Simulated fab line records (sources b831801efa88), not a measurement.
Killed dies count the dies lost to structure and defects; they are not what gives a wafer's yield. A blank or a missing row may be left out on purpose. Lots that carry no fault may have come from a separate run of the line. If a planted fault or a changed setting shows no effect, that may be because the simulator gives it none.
fab line records	flow sky130
[record] lots = 6	wafers = 18	last_day = 50
route steps=708 shown METAL1@446 VIA1@458 PAD_OPEN@708
lots that met no fault: taken from a fault-free run of the same line
start_h: hours from the record's first day to the start of the lot's first wafer shown	wait_h: hours from the lot's prior step to this one	" identical to the entry in the row above	L1.1+2: a row that stands for several wafers	- no value present, or no start provided	* or withheld: withheld	< > ~ a bound
route shown NAME@n: a module of which the file shows steps, and the number in the route of the first	usual: the fault-free wafers' mean and standard deviation	same: alike in all rows	chamber/n: place in a boat	sites: each site's reading	_std_site: the standard deviation of these	_edge_site: outer sites' mean less inner sites'	radius_mm: how far each site lies from the wafer's centre	mask NAME#n: copy n	behind: the last tool/chamber to shape the wafer	hold: cause of the lot's hold/its duration in hours/its outcome	device: names the non-switching transistor (n, p or np)	end of line: the same wafers' tests at the end of the route	a step with no rows: only its recipe	killed: the dies lost at the first sort to structure and to defects; this is not the yield of the wafer	map: per-die view of a wafer (x killed, . not killed, _ where there is no die)
set.NAME: the setting as run; set.NAME@STEP: as run at that earlier step	model.NAME: the simulator's own value behind a step, which no gauge read
certain route steps with their lots: each step a table, each wafer a row
services: when a tool's chamber went out of use (start_h, in hours from the record's first day, below 0 if earlier), for how many hours, and the reason
[[steps]]
[step SKY_METAL1_EXPOSE_12]
[recipe] mask_id = MM1	na = 0.8	source_shape = annular	sigma_inner = 0.55	sigma_outer = 0.85	target_cd_nm = 140	dose_mj = 28
[step SKY_METAL1_PEB_13]
[recipe] peb_temp_c = withheld	peb_time_s = withheld	resist = KrF-thick
[step SKY_METAL1_DEVELOP_14]
[recipe] develop_time_s = 60	resist = KrF-thick	dev_temp_c = 21
[step SKY_METAL1_CD_MEAS_15]
[recipe] target_cd_nm = 140
[usual] cd_nm = 139.4/1.2
lot.wafer	tool	chamber	start_h	wait_h	cd_nm
L555.1	cd_sem-02	-	790.43	-	141.6
L555.3	"	-	"	"	142.2
L555.6	"	-	"	"	140.9
L560.2	cd_sem-01	-	837.51	-	138.8
L560.3	"	-	"	"	138.6
L560.6	"	-	"	"	139.0
L564.1	cd_sem-02	-	869.93	-	139.9
L564.2	"	-	"	"	137.7
L564.5	"	-	"	"	138.5
L566.1	cd_sem-02	-	880.21	-	137.0
L566.5	"	-	"	"	137.8
L566.6	"	-	"	"	137.6
L573.1	cd_sem-01	-	923.13	-	142.0
L573.2	"	-	"	"	138.8
L573.5	"	-	"	"	139.0
L574.1	cd_sem-02	-	933.83	-	138.2
L574.4	"	-	"	"	138.8
L574.6	"	-	"	"	139.6
[step SKY_METAL1_OVL_MEAS_16]
[usual] METAL1_OVL = -4/5.7
lot.wafer	tool	chamber	start_h	wait_h	METAL1_OVL[nm]
L555.1	overlay-01	-	790.55	0.1	-5
L555.3	"	-	"	"	-6
L555.6	"	-	"	"	-8
L560.2	overlay-02	-	837.62	0.1	-9
L560.3	"	-	"	"	-15
L560.6	"	-	"	"	-19
L564.1	overlay-02	-	870.05	0.1	-3
L564.2	"	-	"	"	-12
L564.5	"	-	"	"	-9
L566.1	overlay-02	-	880.33	0.1	0
L566.5	"	-	"	"	-2
L566.6	"	-	"	"	-5
L573.1	overlay-02	-	923.25	0.1	3
L573.2	"	-	"	"	-4
L573.5	"	-	"	"	4
L574.1	overlay-01	-	933.95	0.1	-8
L574.4	"	-	"	"	-15
L574.6	"	-	"	"	-11
[step SKY_METAL1_DESCUM_17]
[recipe] chemistry = O2	source_power_w = 150	bias_power_w = 0	pressure_mtorr = 10	temp_c = 40	time_s = 8
[usual] chamber_pressure_mTorr = 10.000/0.0089	drypump_motor_current_A = 6.0/0.37	oes_product_au = 0.997/0.01
lot.wafer	tool	chamber	start_h	wait_h	chamber_pressure_mTorr	drypump_motor_current_A	oes_product_au	rf_hours_counter_h
L555.1	rie_metal-02	1	790.58	0.0	9.999	5.7	1.002	4
L555.3	"	0	"	"	10.002	6.1	1.002	-
L555.6	"	0	"	"	10.009	6.1	0.998	-
L560.2	rie_metal-02	0	837.65	0.0	10.009	6.0	0.985	15
L560.3	"	0	"	"	10.008	6.1	0.992	-
L560.6	"	0	"	"	10.005	6.1	0.992	-
L564.1	rie_metal-02	0	870.08	0.0	9.996	6.1	0.992	16
L564.2	"	1	"	"	10.003	5.7	1.018	8
L564.5	"	1	"	"	9.998	5.6	1.012	-
L566.1	rie_metal-04	0	880.37	0.0	10.004	6.1	0.996	10
L566.5	"	1	"	"	9.984	6.2	0.981	-
L566.6	"	0	"	"	10.018	6.1	0.999	-
L573.1	rie_metal-02	0	923.28	0.0	9.993	6.1	0.999	19
L573.2	"	1	"	"	9.998	5.7	0.997	10
L573.5	"	1	"	"	10.004	5.7	1.005	-
L574.1	rie_metal-02	1	933.98	0.0	10.009	5.6	0.997	11
L574.4	"	0	"	"	10.011	6.1	0.989	-
L574.6	"	1	"	"	10.021	5.6	1.000	-
[step SKY_METAL1_ETCH_18]
[recipe] chemistry = N2/H2	target = BARC	ion_energy_ev = 203.9	bias_w = 100	pressure_mtorr = 30	n2_flow_sccm = 100	h2_flow_sccm = 200	icp_w = 500	stop_on = SiO2	time_s = 45.9	target_depth_a = 600
[usual] chamber_pressure_mTorr = 30.002/0.028	drypump_motor_current_A = 6.0/0.37	oes_product_au = 0.854/0.0044	throttle_valve_pct = 13.223/0.009
lot.wafer	tool	chamber	start_h	wait_h	chamber_pressure_mTorr	drypump_motor_current_A	oes_product_au	rf_hours_counter_h	throttle_valve_pct
L555.1	rie_metal-02	1	790.61	0.0	29.989	5.7	0.861	4	13.206
L555.3	"	0	"	"	30.040	6.1	0.859	-	13.223
L555.6	"	0	"	"	29.991	6.1	0.860	-	13.234
L560.2	rie_metal-02	0	837.68	0.0	30.011	6.2	0.852	15	13.222
L560.3	"	0	"	"	29.993	6.1	0.855	-	13.228
L560.6	"	0	"	"	29.993	6.1	0.855	-	13.217
L564.1	rie_metal-02	0	870.11	0.0	30.033	6.1	0.851	16	13.228
L564.2	"	1	"	"	30.016	5.7	0.851	8	13.236
L564.5	"	1	"	"	29.978	5.7	0.859	-	13.211
L566.1	rie_metal-04	0	880.41	0.0	29.989	6.1	0.855	10	13.229
L566.5	"	1	"	"	29.993	6.2	0.853	-	13.221
L566.6	"	0	"	"	30.006	6.1	0.850	-	13.218
L573.1	rie_metal-02	0	923.31	0.0	30.010	6.1	0.863	19	13.237
L573.2	"	1	"	"	29.981	5.7	0.855	10	13.220
L573.5	"	1	"	"	29.998	5.7	0.855	-	13.207
L574.1	rie_metal-02	1	934.01	0.0	29.960	5.6	0.866	11	13.227
L574.4	"	0	"	"	30.037	6.2	0.847	-	13.224
L574.6	"	1	"	"	29.958	5.7	0.848	-	13.221
[step SKY_METAL1_METAL_ETCH_19]
[recipe] target_depth_a = 3600	stop_on = SiO2	over_etch_frac = 0.3	time_s = 78	chemistry = Cl2/BCl3	resist_sidewall_deg = 88	pressure_mtorr = 10	icp_w = 900	bias_w = 48.5	Cl2_flow_sccm = 60	bcl3_flow_sccm = 30
[usual] chamber_pressure_mTorr = 10.000/0.0097	drypump_motor_current_A = 6.0/0.37	mfc_cl2_sccm = 60.03/0.17	oes_product_au = 0.854/0.0057	throttle_valve_pct = 22.263/0.0074
lot.wafer	tool	chamber	start_h	wait_h	chamber_pressure_mTorr	drypump_motor_current_A	mfc_cl2_sccm	oes_product_au	rf_hours_counter_h	throttle_valve_pct
L555.1	rie_metal-02	1	790.68	0.0	10.005	5.7	59.94	0.848	4	22.273
L555.3	"	0	"	"	10.008	6.1	60.11	0.862	-	22.253
L555.6	"	0	"	"	9.989	6.1	59.95	0.851	-	22.277
L560.2	rie_metal-02	0	837.74	0.0	10.013	6.1	59.79	0.849	15	22.263
L560.3	"	0	"	"	9.993	6.1	59.67	0.855	-	22.266
L560.6	"	0	"	"	10.011	6.1	59.69	0.861	-	22.273
L564.1	rie_metal-02	0	870.18	0.0	9.988	6.1	60.10	0.869	16	22.274
L564.2	"	1	"	"	9.998	5.7	60.15	0.861	8	22.276
L564.5	"	1	"	"	9.996	5.7	60.00	0.860	-	22.264
L566.1	rie_metal-04	0	880.50	0.1	10.005	6.1	59.92	0.862	10	22.258
L566.5	"	1	"	"	9.991	6.2	60.07	0.856	-	22.268
L566.6	"	0	"	"	9.988	6.1	60.22	0.854	-	22.265
L573.1	rie_metal-02	0	923.38	0.0	10.019	6.1	59.96	0.852	19	22.267
L573.2	"	1	"	"	10.014	5.6	59.74	0.860	10	22.272
L573.5	"	1	"	"	10.002	5.6	59.90	0.856	-	22.255
L574.1	rie_metal-02	1	934.08	0.0	10.005	5.6	60.06	0.859	11	22.257
L574.4	"	0	"	"	10.002	6.2	60.24	0.865	-	22.257
L574.6	"	1	"	"	10.015	5.7	60.29	0.851	-	22.269
[step SKY_METAL1_STRIP_20]
[recipe] chemistry = O2/N2	power_w = 1400	pressure_mtorr = 1500	platen_temp_c = withheld	o2_flow_sccm = 3000	n2_flow_sccm = 300	overash_fraction = 0.5
[usual] chamber_pressure_mTorr = 1500.2/1.4	drypump_motor_current_A = 5.7/0.71	o2_flow_sccm = 3001/8	oes_product_au = 0.343/0.005	strip_time_to_endpoint_s = 2.71/0.043
lot.wafer	tool	chamber	start_h	wait_h	chamber_pressure_mTorr	drypump_motor_current_A	o2_flow_sccm	oes_product_au	rf_hours_counter_h	strip_time_to_endpoint_s
L555.1	plasma_asher-02	1	790.77	0.1	1500.3	4.7	2996	0.347	5	2.75
L555.3	"	0	"	"	1501.2	6.1	3011	0.346	-	2.73
L555.6	"	1	"	"	1500.4	4.8	2992	0.354	-	2.79
L560.2	plasma_asher-02	0	837.83	0.1	1500.1	6.1	3008	0.346	9	2.72
L560.3	"	0	"	"	1500.3	6.1	2988	0.340	-	2.74
L560.6	"	0	"	"	1497.1	6.1	2998	0.338	-	2.69
L564.1	plasma_asher-02	1	870.27	0.1	1502.5	4.8	3010	0.336	11	2.66
L564.2	"	0	"	"	1500.6	6.1	3007	0.336	11	2.57
L564.5	"	0	"	"	1500.1	6.0	3005	0.339	-	2.61
L566.1	plasma_asher-01	1	880.59	0.1	1501.4	5.1	2994	0.347	78	2.71
L566.5	"	1	"	"	1498.6	5.1	3007	0.350	-	2.72
L566.6	"	0	"	"	1500.6	6.6	3002	0.337	-	2.69
L573.1	plasma_asher-01	0	923.47	0.1	1500.3	6.6	3007	0.338	83	2.71
L573.2	"	1	"	"	1501.4	5.1	3004	0.336	83	2.67
L573.5	"	0	"	"	1499.3	6.5	3010	0.337	-	2.66
L574.1	plasma_asher-02	1	934.17	0.1	1500.2	4.8	3002	0.344	19	2.70
L574.4	"	0	"	"	1501.1	6.1	3011	0.335	-	2.74
L574.6	"	0	"	"	1498.6	6.1	3006	0.348	-	2.76
[step SKY_METAL1_STRIP_21]
[recipe] chemistry = post_etch_residue_remover	time_s = 1200	temp_c = 72.5
[step SKY_METAL1_CLEAN_22]
[recipe] chemistry = IPA	time_s = 180	temp_c = 25
[step SKY_METAL1_CLEAN_23]
[recipe] chemistry = O3/DIW	dry = n2_spin
[step SKY_VIA1_HDPCVD_00]
[recipe] material = SiO2	target_thk_nm = 1030	sigma_open_frac = 0.3	time_s = 171.7	temp_c = 400	sih4_flow_sccm = 60	pressure_mtorr = 6
[usual] sih4_flow_sccm = 60.00/0.19
lot.wafer	tool	chamber	start_h	wait_h	sih4_flow_sccm	model.SiO2_of_VIA1_HDPCVD_00.thk_nm
L555.1	hdpcvd-01	0	791.40	0.0	59.80	1029
L555.3	"	2	"	"	59.78	1026
L555.6	"	0	"	"	59.91	1023
L560.2	hdpcvd-01	0	838.43	0.0	60.06	1043
L560.3	"	2	"	"	60.12	1040
L560.6	"	2	"	"	60.43	1037
L564.1	hdpcvd-01	0	870.97	0.0	50.89	873.1
L564.2	"	1	"	"	50.80	884
L564.5	"	2	"	"	50.87	871.8
L566.1	hdpcvd-01	1	881.22	0.0	51.20	888
L566.5	"	0	"	"	51.03	879.9
L566.6	"	1	"	"	51.14	885.4
L573.1	hdpcvd-02	1	924.17	0.0	59.99	1052
L573.2	"	2	"	"	59.99	1048
L573.5	"	1	"	"	59.94	1062
L574.1	hdpcvd-02	2	934.84	0.0	59.94	1049
L574.4	"	0	"	"	60.01	1030
L574.6	"	2	"	"	59.84	1048
[step SKY_VIA1_THK_MEAS_01]
[recipe] reads = SiO2_of_VIA1_HDPCVD_00
[usual] VIA1_HDPCVD_THK = 1035/12
lot.wafer	tool	chamber	start_h	wait_h	VIA1_HDPCVD_THK[nm]
L555.1	film_metro-01	-	791.51	0.1	1028
L555.3	"	-	"	"	1026
L555.6	"	-	"	"	1023
L560.2	film_metro-01	-	838.55	0.1	1043
L560.3	"	-	"	"	1040
L560.6	"	-	"	"	1036
L564.1	film_metro-04	-	871.08	0.1	874
L564.2	"	-	"	"	883
L564.5	"	-	"	"	872
L566.1	film_metro-02	-	881.33	0.1	888
L566.5	"	-	"	"	880
L566.6	"	-	"	"	885
L573.1	film_metro-04	-	924.28	0.1	1051
L573.2	"	-	"	"	1049
L573.5	"	-	"	"	1063
L574.1	film_metro-02	-	934.96	0.1	1050
L574.4	"	-	"	"	1029
L574.6	"	-	"	"	1048
[step SKY_VIA1_CMP_02]
[recipe] material = SiO2	down_force_psi = 4	platen_rpm = 60	pad_velocity_m_s = 0.94248
[usual] head_pressure_psi = 3.999/0.008	motor_current_A = 11.9/1.2
lot.wafer	tool	chamber	start_h	wait_h	head_pressure_psi	motor_current_A
L555.1	cmp-02	3	791.57	0.1	4.002	13.7
L555.3	"	1	"	"	4.001	12.2
L555.6	"	3	"	"	4.000	15.1
L560.2	cmp-02	2	838.83	0.3	3.997	12.4
L560.3	"	0	"	"	4.010	10.9
L560.6	"	1	"	"	3.983	11.7
L564.1	cmp-02	2	871.14	0.1	3.991	12.4
L564.2	"	1	"	"	4.002	12.1
L564.5	"	3	"	"	3.974	14.5
L566.1	cmp-02	0	881.54	0.2	3.998	11.2
L566.5	"	1	"	"	4.011	11.3
L566.6	"	2	"	"	3.997	12.2
L573.1	cmp-01	1	924.34	0.1	4.005	11.3
L573.2	"	3	"	"	3.987	10.0
L573.5	"	2	"	"	4.006	10.6
L574.4	cmp-02	2	935.26	0.3	4.008	12.5
L574.1	"	0	"	"	3.986	11.3
L574.6	"	1	"	"	3.994	12.2
[step SKY_PAD_OPEN_PROBE_99]
[usual] defect_limited_yield = 82.4/2	killed_at_M0_to_M3 = 43/6.6	killed_at_M4_up = 3.0/1.7	killed_at_contacts = 24/5.4	killed_at_front_end = 16/4.6	killed_at_other = 0.3/0.53	killed_dies = 87/9.7	killed_open = 47/7.3	killed_short = 39/6.5
[same] gross_dies = 492	killed_at_back_side = 0
lot.wafer	tool	chamber	start_h	wait_h	defect_limited_yield[%]	killed_at_M0_to_M3	killed_at_M4_up	killed_at_contacts	killed_at_front_end	killed_at_other	killed_dies	killed_open	killed_short
L555.1	prober-01	-	1096.98	0.1	82.9	39	4	25	16	0	84	47	37
L555.3	prober-01	-	1097.08	0.2	79.7	44	3	25	28	0	100	51	49
L555.6	prober-01	-	1097.23	0.2	81.5	46	3	22	19	1	91	47	44
L560.2	prober-01	-	1132.73	0.1	83.7	40	3	22	15	0	80	41	39
L560.3	prober-01	-	1132.78	0.2	83.1	44	3	21	15	0	83	47	36
L560.6	prober-01	-	1132.93	0.2	82.7	32	4	25	23	1	85	48	37
L564.1	prober-01	-	1155.93	0.1	77.6	48	5	40	17	0	110	57	53
L564.2	prober-01	-	1155.98	0.1	81.9	42	4	26	17	0	89	54	35
L564.5	prober-01	-	1156.13	0.2	81.1	44	4	24	20	1	93	47	45
L566.1	prober-01	-	1161.25	0.1	80.7	54	1	25	14	1	95	62	32
L566.5	prober-01	-	1161.45	0.2	83.5	41	0	21	19	0	81	39	42
L566.6	prober-01	-	1161.50	0.2	79.3	56	3	28	15	0	102	41	61
L573.1	prober-02	-	1191.13	0.1	83.7	35	4	24	17	0	80	43	37
L573.2	prober-02	-	1191.18	0.1	83.7	39	1	28	12	0	80	44	36
L573.5	prober-02	-	1191.33	0.2	83.5	44	6	15	16	0	81	50	31
L574.1	prober-01	-	1199.96	0.1	80.7	45	4	30	15	1	95	46	47
L574.4	prober-01	-	1200.11	0.2	82.1	47	1	25	14	1	88	52	35
L574.6	prober-01	-	1200.21	0.2	79.9	45	3	34	17	0	99	62	37
// killed by level:class
L555.1 VIA1:geometric_particle:open=11 LI_CONTACT:geometric_particle:open=11 METAL1:geometric_particle:short=7 CONTACT:geometric_particle:open=7 LOCAL_INTERCONNECT:geometric_particle:short=5 VIA2:geometric_particle:open=5 SPACER:geometric_particle:short=4 METAL2:geometric_particle:short=4
L555.3 FIELD_ISO:geometric_particle:open=8 LI_CONTACT:geometric_particle:open=8 VIA1:geometric_particle:open=8 POLY_GATE:geometric_particle:short=7 CONTACT:geometric_particle:open=7 METAL2:geometric_particle:short=7 VIA3:geometric_particle:open=7 LOCAL_INTERCONNECT:geometric_particle:short=6
L555.6 VIA1:geometric_particle:open=10 CONTACT:geometric_particle:open=7 CONTACT:geometric_particle:short=7 VIA1:geometric_particle:short=7 METAL1:geometric_particle:short=6 VIA3:geometric_particle:open=6 POLY_GATE:geometric_particle:open=5 LI_CONTACT:geometric_particle:open=5
L560.2 VIA1:geometric_particle:open=10 CONTACT:geometric_particle:short=7 CONTACT:geometric_particle:open=7 METAL1:geometric_particle:short=7 FIELD_ISO:geometric_particle:short=6 VIA3:geometric_particle:open=5 POLY_GATE:geometric_particle:open=4 FIELD_ISO:geometric_particle:open=3
L560.3 VIA1:geometric_particle:open=13 LI_CONTACT:geometric_particle:open=8 VIA3:geometric_particle:open=8 CONTACT:geometric_particle:short=6 FIELD_ISO:geometric_particle:open=5 VIA1:geometric_particle:short=5 METAL2:geometric_particle:short=5 VIA2:geometric_particle:open=4
L560.6 VIA1:geometric_particle:open=10 FIELD_ISO:geometric_particle:open=7 POLY_GATE:geometric_particle:open=7 LI_CONTACT:geometric_particle:open=7 CONTACT:geometric_particle:open=6 CONTACT:geometric_particle:short=6 FIELD_ISO:geometric_particle:short=4 LOCAL_INTERCONNECT:geometric_particle:short=4
L564.1 CONTACT:geometric_particle:open=13 LI_CONTACT:geometric_particle:short=10 VIA1:geometric_particle:open=8 METAL2:geometric_particle:short=8 FIELD_ISO:geometric_particle:open=7 VIA2:geometric_particle:open=7 METAL1:geometric_particle:short=6 LI_CONTACT:geometric_particle:open=6
L564.2 VIA1:geometric_particle:open=19 LI_CONTACT:geometric_particle:open=8 VIA2:geometric_particle:open=8 CONTACT:geometric_particle:short=7 CONTACT:geometric_particle:open=5 POLY_GATE:geometric_particle:short=5 METAL1:geometric_particle:short=5 VIA3:geometric_particle:open=4
L564.5 VIA1:geometric_particle:open=12 LI_CONTACT:geometric_particle:open=7 METAL2:geometric_particle:short=7 METAL1:geometric_particle:short=7 VIA2:geometric_particle:open=6 FIELD_ISO:geometric_particle:short=5 FIELD_ISO:geometric_particle:open=5 POLY_GATE:geometric_particle:short=5
L566.1 VIA1:geometric_particle:open=21 VIA2:geometric_particle:open=10 LI_CONTACT:geometric_particle:open=9 CONTACT:geometric_particle:open=7 POLY_GATE:geometric_particle:open=6 POLY_GATE:geometric_particle:short=4 VIA2:geometric_particle:short=4 VIA3:geometric_particle:open=4
L566.5 VIA3:geometric_particle:open=9 POLY_GATE:geometric_particle:short=7 CONTACT:geometric_particle:open=7 LI_CONTACT:geometric_particle:open=6 METAL2:geometric_particle:short=6 FIELD_ISO:geometric_particle:short=5 VIA2:geometric_particle:open=5 METAL1:geometric_particle:short=4
L566.6 CONTACT:geometric_particle:short=10 VIA1:geometric_particle:open=10 METAL2:geometric_particle:short=10 METAL1:geometric_particle:short=7 VIA3:geometric_particle:open=7 LI_CONTACT:geometric_particle:open=6 CONTACT:geometric_particle:open=6 VIA3:geometric_particle:short=6
L573.1 VIA1:geometric_particle:open=10 CONTACT:geometric_particle:open=7 CONTACT:geometric_particle:short=6 VIA3:geometric_particle:open=6 FIELD_ISO:geometric_particle:open=5 POLY_GATE:geometric_particle:short=4 LI_CONTACT:geometric_particle:open=4 LOCAL_INTERCONNECT:geometric_particle:short=4
L573.2 CONTACT:geometric_particle:open=13 LI_CONTACT:geometric_particle:open=9 VIA3:geometric_particle:open=8 VIA1:geometric_particle:short=6 VIA1:geometric_particle:open=6 METAL2:geometric_particle:short=5 POLY_GATE:geometric_particle:short=4 CONTACT:geometric_particle:short=4
L573.5 VIA1:geometric_particle:open=12 VIA2:geometric_particle:open=7 LI_CONTACT:geometric_particle:open=7 FIELD_ISO:geometric_particle:open=5 VIA3:geometric_particle:open=5 CONTACT:geometric_particle:open=5 METAL1:geometric_particle:short=5 POLY_GATE:geometric_particle:open=4
L574.1 CONTACT:geometric_particle:open=13 VIA1:geometric_particle:open=12 METAL2:geometric_particle:short=9 LI_CONTACT:geometric_particle:open=6 METAL1:geometric_particle:short=6 VIA1:geometric_particle:short=5 LI_CONTACT:geometric_particle:short=5 FIELD_ISO:geometric_particle:open=4
L574.4 VIA1:geometric_particle:open=10 CONTACT:geometric_particle:open=9 VIA3:geometric_particle:open=9 METAL2:geometric_particle:short=9 LI_CONTACT:geometric_particle:open=7 VIA1:geometric_particle:short=6 CONTACT:geometric_particle:short=5 METAL1:geometric_particle:short=4
L574.6 CONTACT:geometric_particle:open=16 VIA1:geometric_particle:open=11 VIA3:geometric_particle:open=10 LI_CONTACT:geometric_particle:open=8 FIELD_ISO:geometric_particle:open=6 VIA1:geometric_particle:short=5 METAL2:geometric_particle:short=5 FIELD_ISO:geometric_particle:short=4
[[services]]
tool	chamber	start_h	hours	kind
hdpcvd-01	0	815.25	15.4	repair
cmp-01	-	817.20	0.9	repair
hdpcvd-02	-	826.77	1.5	repair
cmp-01	-	831.09	2.7	repair
cmp-01	-	835.00	17.5	pm
hdpcvd-01	-	845.25	2.8	pm
rie_metal-04	0	847.11	5.1	repair
plasma_asher-02	-	851.91	14.6	pm
rie_metal-02	-	855.15	3.3	repair
rie_metal-02	-	861.17	5.5	repair
plasma_asher-01	-	876.24	2.8	pm
hdpcvd-02	1	881.63	2.7	repair
hdpcvd-02	0	883.87	7.5	repair
hdpcvd-01	2	892.49	3.8	repair
plasma_asher-01	-	905.24	1.4	repair
cmp-02	-	912.53	4.0	pm
cmp-02	-	916.53	-	consumable_replace:conditioner
cmp-02	-	916.53	-	consumable_replace:pad
cmp-01	-	934.22	7.1	pm
[[key]]
[first_sign] step = SKY_VIA1_HDPCVD_00	reading = sih4_flow_sccm	direction = down	sigmas = 49	usual = 60.00	struck = 50.99
[effect] step = SKY_VIA1_THK_MEAS_01	reading = VIA1_HDPCVD_THK	direction = down	sigmas = 13	usual = 1035	struck = 880
[model_effect] step = SKY_VIA1_HDPCVD_00	value = SiO2_of_VIA1_HDPCVD_00.thk_nm	without = 1035	struck = 880.4
met_at SKY_VIA1_HDPCVD_00
struck_wafers L564.1,L564.2,L564.5,L566.1,L566.5,L566.6
onset_between 838.43 870.97
[fault] kind = process_parameter_drift	tool = hdpcvd-01	chamber = -	onset_h = 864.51	steps = SKY_VIA1_HDPCVD_00	channel = sih4_flow_sccm	offset = -9	shape = step	end_h = 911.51	acts_in = these_recipes_only	stated = 60
